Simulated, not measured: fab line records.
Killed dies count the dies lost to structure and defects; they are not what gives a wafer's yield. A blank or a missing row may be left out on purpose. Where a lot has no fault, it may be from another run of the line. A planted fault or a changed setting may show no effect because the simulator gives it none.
Chamber matching ; flow sky130 ; SKY_VIA3_CMP_24 on cmp-01 has 4 sister chambers
The step polishes, stops on SiO2, t overpolish 20 s, target thk 0 nm. 8 wafers are shown with their chamber, then 8 later ones without.

== EACH WAFER AND ITS CHAMBER ==
wafer;chamber;motorCurrentA (A);timeToEndpointS (s)
L407.1;2;10.0;91
L407.4;1;11.7;83
L409.2;0;14.4;94
L409.4;1;11.8;83
L410.1;0;13.1;95
L410.2;3;9.3;96
L410.4;2;10.3;91
L413.2;3;9.5;100

== WAFERS MISSING THEIR CHAMBER ==
wafer;motorCurrentA (A);timeToEndpointS (s)
L413.5;12.0;83
L413.6;13.2;94
L415.1;9.4;103
L415.3;10.3;94
L415.5;8.8;99
L428.2;8.9;98
L428.3;11.7;82
L428.5;11.8;85

== WHICH CHAMBER EACH WENT THROUGH ==
wafer;from the rows above;in truth
L413.5;1;1
L413.6;0;0
L415.1;3;3
L415.3;can't be placed: 2 or 3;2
L415.5;3;3
L428.2;3;3
L428.3;1;1
L428.5;1;1
Correctly placed: 7 of 8. Can't be placed from these rows: 1 (the true chamber is among the candidates in 1). Wrongly placed: 0.
How it was worked out, from the rows above alone: a wafer's distance from a chamber is the root of the sum, over the readings, of the square of ((its reading less the chamber's mean) divided by the reading's scatter). The wafer belongs to the nearest chamber; if the next one is less than 2 further off, it can't be placed. The mean given for a chamber averages the wafers shown for that chamber. The scatter is the square root of a quotient: the sum, over the shown wafers, of each reading's squared deviation from its chamber's mean, divided by wafers minus chambers.
